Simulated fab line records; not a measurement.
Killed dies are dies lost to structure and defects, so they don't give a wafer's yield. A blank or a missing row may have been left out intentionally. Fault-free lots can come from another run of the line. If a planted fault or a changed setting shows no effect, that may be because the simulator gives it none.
A lot that was struck, set against a sound lot | flow sky130 | 21 out of 708 route steps
Sound: the wafers L670.1, L670.3, L670.4. Struck: wafer L675.4. (L675.1 of the same lot was not struck and is left out.) The cause comes at the end.
Per side, at each step with rows, come the tool, then ch with its chambers, and then its first start. Under that, the readings that differ: sound wafers | struck wafers | difference of the means | sigmas: that difference in standard deviations of wafers without a fault.
alike: readings with means less than 2 such deviations apart, plus words and numbers identical on both sides. not compared: withheld readings, readings lacking a value on some wafer, bounds such as >300 that could conceal the same value, and numbers that have no deviation in the record and whose values overlap.
A row with sigmas, a row that says differs or no value, or rows on one side alone: a step with any of these is where the two part. Numbers that don't overlap but have no deviation are shown without sigmas and don't part them. Lack of a reading on every wafer of one side parts them only where that side has two or more wafers.

first, 4 steps without rows for these wafers: SKY_METAL2_STRIP_21 (strips in post etch residue remover, time 1200 s); SKY_METAL2_CLEAN_22 (cleans in IPA, time 180 s); SKY_METAL2_CLEAN_23 (cleans in O3/DIW); SKY_VIA2_HDPCVD_00 (deposits SiO2, target thk 1180 nm, time 196.7 s).
SKY_VIA2_THK_MEAS_01:
  sound on filmMetro-01, day 39 13:04; struck on filmMetro-03, day 41 01:22
  alike: VIA2_HDPCVD_THK
SKY_VIA2_CMP_02: polishes SiO2.
  sound on cmp-02 ch 0,1,2, day 39 13:07; struck on cmp-02 ch 3, day 41 01:32
  alike: motorCurrentA, slurryFilterDpKPa
SKY_VIA2_BOW_MEAS_03:
  sound on filmMetro-01, day 39 13:25; struck on filmMetro-03, day 41 01:44
  alike: VIA2_BOW
then, 5 steps without rows for these wafers: SKY_VIA2_DEHYDRATE_04 (time 60 s); SKY_VIA2_HMDS_05 (prime time 60 s); SKY_VIA2_COAT_06 (resist thk 60 nm); SKY_VIA2_COAT_07 (resist thk 450 nm); SKY_VIA2_SOFTBAKE_08 (time 90 s).
SKY_VIA2_EXPOSE_09: exposes mask VIM2, target cd 200 nm.
  sound on krfScanner-01 ch 0, day 40 01:48; struck on krfScanner-01 ch 0, day 41 13:57
  alike: mask
then, 2 steps without rows for these wafers: SKY_VIA2_PEB_10; SKY_VIA2_DEVELOP_11 (develop time 60 s).
SKY_VIA2_CD_MEAS_12: the cd target is 200 nm.
  sound on cdSem-01, day 40 13:42; struck on cdSem-01, day 42 01:21
reading   | sound             | struck | difference | sigmas
cdNm (nm) | 200.1 199.8 198.5 | 183.1  | -16.4      | -11
SKY_VIA2_OVL_MEAS_13:
  sound on overlay-02, day 40 13:49; struck on overlay-02, day 42 01:28
  alike: VIA2_OVL
SKY_VIA2_ETCH_14: etches BARC in N2/H2, stops on SiO2, time 45.9 s, target depth 60 nm.
  sound on rieDiel-02 ch 0,3, day 40 13:51; struck on rieDiel-02 ch 3, day 42 01:30
reading              | sound             | struck | difference | sigmas
model.VIA2.cdNm (nm) | 200.1 199.8 198.7 | 183    | -17        | 
  alike: drypumpMotorCurrentA, oesProductAu, throttleValvePct
  not compared: rfHoursCounterH
SKY_VIA2_ETCH_15: etches SiO2 in C4F8/O2/Ar, stops on TiN, target depth 546 nm, time 84 s.
  sound on rieDiel-02 ch 0,3, day 40 13:53; struck on rieDiel-02 ch 3, day 42 01:32
reading              | sound             | struck | difference | sigmas
model.VIA2.cdNm (nm) | 204.4 199.1 201.4 | 185.2  | -16.4      | 
  alike: oesProductAu
  not compared: rfHoursCounterH
SKY_VIA2_STRIP_16: strips in O2/N2.
  sound on plasmaAsher-02 ch 0,1, day 40 13:58; struck on plasmaAsher-03 ch 1, day 42 01:37
reading                  | sound             | struck | difference | sigmas
stripTimeToEndpointS (s) | 4.016 3.963 4.033 | 4.083  | +0.079     | +3
  alike: drypumpMotorCurrentA, oesProductAu
  not compared: rfHoursCounterH
-- the record jumps here: 8 days lie between the struck wafers' starts before and after (it left off in module VIA2 and takes up again in module PAD_OPEN, whose first step shown is number 708 of the route) --
SKY_PAD_OPEN_PROBE_99:
  sound on prober-01, day 49 05:45; struck on prober-02, day 50 07:06
  alike: defectLimitedYield, killed_at_M0_to_M3, killed_at_M4_up, killedAtContacts, killedAtFrontEnd, killedAtOther, killedDies, killedOpen, killedShort, sort_bin_3_pad_short, sort_bin_5_function, sort_bin_6_memory, sortNPass, sortYieldPct
  not compared: model.etest.via2Chain.rcOhm

## WHERE THEY PART
First at SKY_VIA2_CD_MEAS_12; last, within this record, at SKY_VIA2_STRIP_16. Later steps at which nothing parts them and some readings are alike: SKY_PAD_OPEN_PROBE_99.

WHY: the cause the simulator had injected
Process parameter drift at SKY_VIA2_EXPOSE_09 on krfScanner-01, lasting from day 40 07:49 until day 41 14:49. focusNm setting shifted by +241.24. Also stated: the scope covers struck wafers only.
